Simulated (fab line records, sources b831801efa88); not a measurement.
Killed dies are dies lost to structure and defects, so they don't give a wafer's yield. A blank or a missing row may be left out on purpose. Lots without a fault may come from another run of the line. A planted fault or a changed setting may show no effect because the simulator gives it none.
Chamber matching | flow sky130 | SKY_PAD_OPEN_ETCH_07 on rie_diel-03: 4 sister chambers
The step etches the open film in CF4/O2, stops on AlCu, target depth 725 nm, time 161.1 s. 8 wafers are shown with their chamber, then 9 later ones without.

WAFERS WITH THEIR CHAMBER
wafer  | chamber | oes_product_au (a.u.) | throttle_valve_pct (%)
L082.4 | 3       | 0.974                 | 5.971
L084.5 | 3       | 0.978                 | 5.960
L083.3 | 2       | 0.974                 | 5.954
L087.3 | 2       | 0.963                 | 5.949
L087.6 | 1       | 0.985                 | 5.960
L089.1 | 0       | 0.977                 | 5.950
L089.5 | 0       | 0.987                 | 5.966
L089.6 | 1       | 0.974                 | 5.964

WAFERS WITHOUT THEIR CHAMBER
wafer  | oes_product_au (a.u.) | throttle_valve_pct (%)
L091.1 | 0.975                 | 5.962
L091.3 | 0.971                 | 5.969
L091.5 | 0.977                 | 5.978
L094.1 | 0.968                 | 5.954
L094.2 | 0.969                 | 5.976
L094.6 | 0.970                 | 5.961
L097.1 | 0.962                 | 5.958
L097.2 | 0.965                 | 5.967
L097.3 | 0.958                 | 5.957

WHICH CHAMBER EACH WENT THROUGH
wafer  | from the rows above               | in truth
L091.1 | can't be placed: 3 or 1 or 0 or 2 | 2
L091.3 | can't be placed: 3 or 1 or 0 or 2 | 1
L091.5 | can't be placed: 3 or 1 or 0      | 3
L094.1 | can't be placed: 2 or 3 or 1 or 0 | 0
L094.2 | can't be placed: 3 or 1 or 0 or 2 | 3
L094.6 | can't be placed: 3 or 2 or 1 or 0 | 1
L097.1 | can't be placed: 2 or 3 or 1 or 0 | 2
L097.2 | can't be placed: 3 or 2 or 1 or 0 | 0
L097.3 | can't be placed: 2 or 3 or 1 or 0 | 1
Placed correctly: 0 of 9. Can't be placed from these rows: 9 (the true chamber is among the candidates in 9). Placed wrongly: 0.
How it was worked out, from the rows above alone: a wafer's distance from a chamber is the root of the sum, over the readings, of the square of ((its reading less the chamber's mean) divided by the reading's scatter). The wafer belongs to the nearest chamber; if the next one is less than 2 further off, it can't be placed. A chamber's mean is the mean of its shown wafers. The scatter: the root of (the sum of the squares of (reading less its chamber's mean) over the shown wafers, divided by (wafers less chambers)).
